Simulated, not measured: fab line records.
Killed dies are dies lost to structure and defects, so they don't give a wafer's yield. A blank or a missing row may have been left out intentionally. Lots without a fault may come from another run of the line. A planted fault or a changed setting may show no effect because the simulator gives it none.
Chamber matching | flow sky130 | 4 sister chambers for SKY_VIA3_CMP_24 on cmp-02
The step polishes, stops on SiO2, t overpolish 20 s, target thk 0 nm. 16 wafers are shown with their chamber, then 8 later ones without.

## WAFERS WITH THEIR CHAMBER
wafer  | chamber | motor_current_A (A) | slurry_flow_ml_min | overpolish_run_s (s)
L391.1 | 0       | 11.5                | 150.0              | 20.010
L391.2 | 2       | 11.7                | 150.5              | 20.001
L391.3 | 3       | 10.4                | 149.4              | 19.978
L393.1 | 2       | 11.8                | 149.7              | 20.008
L393.3 | 1       | 10.4                | 149.6              | 20.014
L393.6 | 3       | 10.7                | 149.7              | 19.980
L396.1 | 1       | 11.7                | 149.9              | 20.003
L396.3 | 2       | 10.8                | 150.2              | 20.007
L396.6 | 1       | 11.0                | 149.2              | 20.000
L406.2 | 2       | 11.5                | 149.8              | 19.999
L406.4 | 1       | 10.9                | 149.3              | 19.996
L406.6 | 2       | 11.5                | 150.3              | 19.991
L408.1 | 3       | 10.6                | 150.0              | 20.002
L408.5 | 3       | 10.8                | 150.4              | 20.006
L408.6 | 2       | 11.1                | 150.1              | 19.996
L409.1 | 1       | 11.0                | 149.6              | 19.985

SIGNATURES (averages over the wafers above)
reading            | chamber 0 | chamber 1 | chamber 2 | chamber 3 | scatter within a chamber
motor_current_A    | 11.500    | 11.000    | 11.400    | 10.625    | 0.373
slurry_flow_ml_min | 150.000   | 149.520   | 150.100   | 149.875   | 0.331
overpolish_run_s   | 20.01000  | 19.99960  | 20.00033  | 19.99150  | 0.0104
Rule: a wafer lies at a distance from a chamber equal to the root of the sum of squares, over the readings, of (its reading less the chamber's mean, divided by the reading's scatter). The wafer belongs to the nearest chamber; if the next one is less than 2 further off, it can't be placed. The scatter: the root of (the sum of the squares of (reading less its chamber's mean) over the shown wafers, divided by (wafers less chambers)).

## WAFERS WITH NO CHAMBER GIVEN
wafer  | motor_current_A (A) | slurry_flow_ml_min | overpolish_run_s (s)
L409.3 | 10.4                | 150.1              | 20.016
L409.5 | 10.9                | 150.1              | 20.004
L411.4 | 11.3                | 149.7              | 19.995
L411.5 | 11.5                | 149.9              | 20.005
L411.6 | 11.6                | 149.9              | 20.002
L414.1 | 11.3                | 149.4              | 19.995
L414.4 | 11.2                | 150.2              | 20.010
L414.5 | 11.8                | 149.0              | 19.990

## CHAMBER TAKEN BY EACH
wafer  | from the rows above               | in truth
L409.3 | can't be placed: 3 or 1 or 0 or 2 | 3
L409.5 | can't be placed: 2 or 3 or 0 or 1 | 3
L411.4 | can't be placed: 1 or 2 or 0 or 3 | 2
L411.5 | can't be placed: 0 or 2 or 1      | 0
L411.6 | can't be placed: 2 or 0 or 1 or 3 | 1
L414.1 | can't be placed: 1 or 2 or 3 or 0 | 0
L414.4 | can't be placed: 0 or 2 or 1 or 3 | 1
L414.5 | can't be placed: 1 or 2 or 0 or 3 | 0
Correct placement for 0 of the 8. These rows do not allow placing 8 (true chamber among the candidates in 8). Wrongly placed: 0.
